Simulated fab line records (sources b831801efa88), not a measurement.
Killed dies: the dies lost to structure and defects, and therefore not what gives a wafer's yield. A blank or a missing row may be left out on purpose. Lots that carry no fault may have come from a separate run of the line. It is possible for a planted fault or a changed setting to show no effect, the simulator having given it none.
Commonality check across tools	flow gf180mcu	Sampled: 14 lots, 42 wafers

== WHY THIS WAS OPENED ==
2 of 14 lots carry a flag on the reading VT_IMPLANT_4_TW at GF_VT_IMPLANT_TW_MEAS_43. Wafers without a fault read 691, standard deviation 6.1.
Rule: a lot gets a flag if all its wafers with a number sit over 4 standard deviations from that mean, or if no wafer of it has a number. The other lots count as sound.

lot	measured	on	VT_IMPLANT_4_TW, wafer by wafer	flag
L310	day 7 10:52	film_metro-02	685 686 687	
L311	day 7 18:21	film_metro-02	684 684 685	
L312	day 8 01:25	film_metro-02	684 686 688	
L314	day 8 16:25	film_metro-03	692 693 693	
L315	day 8 18:47	film_metro-03	738 734 736	FLAGGED
L316	day 9 00:26	film_metro-03	698 700 703	
L317	day 9 08:34	film_metro-02	730 733 732	FLAGGED
L322	day 10 16:47	film_metro-02	693 691 691	
L324	day 11 05:11	film_metro-03	699 693 695	
L325	day 11 11:07	film_metro-02	687 689 685	
L327	day 12 05:53	film_metro-02	689 688 691	
L329	day 12 20:04	film_metro-02	688 692 693	
L330	day 13 09:26	film_metro-03	701 702 700	
L331	day 13 23:41	film_metro-01	680 684 681	
The numbers of the flagged lots are 734 on average: +43 against the usual, or +7 standard deviations.

== WHICH TOOL RAN EACH LOT ==
The record keeps 1 process step preceding the reading, out of 602 steps on the route. Read each cell as the tool, then ch plus the chambers that the sampled wafers visited, then the start.
lot	flag	GF_VT_IMPLANT_IMPLANT_41
L310		implanter-03 ch 0, day 7 10:37
L311		implanter-01 ch 0, day 7 18:07
L312		implanter-04 ch 0, day 8 01:11
L314		implanter-03 ch 0, day 8 16:11
L315	FLAGGED	implanter-04 ch 0, day 8 18:32
L316		implanter-01 ch 0, day 9 00:11
L317	FLAGGED	implanter-04 ch 0, day 9 08:19
L322		implanter-03 ch 0, day 10 16:32
L324		implanter-01 ch 0, day 11 04:56
L325		implanter-01 ch 0, day 11 10:52
L327		implanter-04 ch 0, day 12 05:38
L329		implanter-04 ch 0, day 12 19:43
L330		implanter-04 ch 0, day 13 09:11
L331		implanter-04 ch 0, day 13 23:26
These steps, and what they do:
- GF_VT_IMPLANT_IMPLANT_41
- GF_VT_IMPLANT_TW_MEAS_43

== FLAGGED OVER TOTAL, TOOL BY TOOL (the gauges that took the reading come last) ==
step	tool	lots run	flagged	share of the flagged lots	sound lots run after its first flagged lot
GF_VT_IMPLANT_IMPLANT_41	implanter-01	4	0	none	-
GF_VT_IMPLANT_IMPLANT_41	implanter-03	3	0	none	-
GF_VT_IMPLANT_IMPLANT_41	implanter-04	7	2	all	4 (L327,L329,L330,L331)
GF_VT_IMPLANT_TW_MEAS_43	film_metro-01	1	0	none	-
GF_VT_IMPLANT_TW_MEAS_43	film_metro-02	8	1	some	4 (L322,L325,L327,L329)
GF_VT_IMPLANT_TW_MEAS_43	film_metro-03	5	1	some	3 (L316,L324,L330)

== WHAT THE TABLE PERMITS ==
1 row of the table ran every flagged lot: implanter-04 at GF_VT_IMPLANT_IMPLANT_41.
- implanter-04 at GF_VT_IMPLANT_IMPLANT_41 ran 7 lots, 2 of them flagged. Lots that were sound ran on it after the first flagged one (L327, L329, L330, L331); a persistent fault on the entire tool would not allow that. Its own readings lie more than 4 standard deviations out on every wafer of the flagged lots: beam_energy_keV.
None of the table's rows ran every flagged lot and, after the first, no sound lot.

== WHAT THE SIMULATOR HAD PUT IN ==
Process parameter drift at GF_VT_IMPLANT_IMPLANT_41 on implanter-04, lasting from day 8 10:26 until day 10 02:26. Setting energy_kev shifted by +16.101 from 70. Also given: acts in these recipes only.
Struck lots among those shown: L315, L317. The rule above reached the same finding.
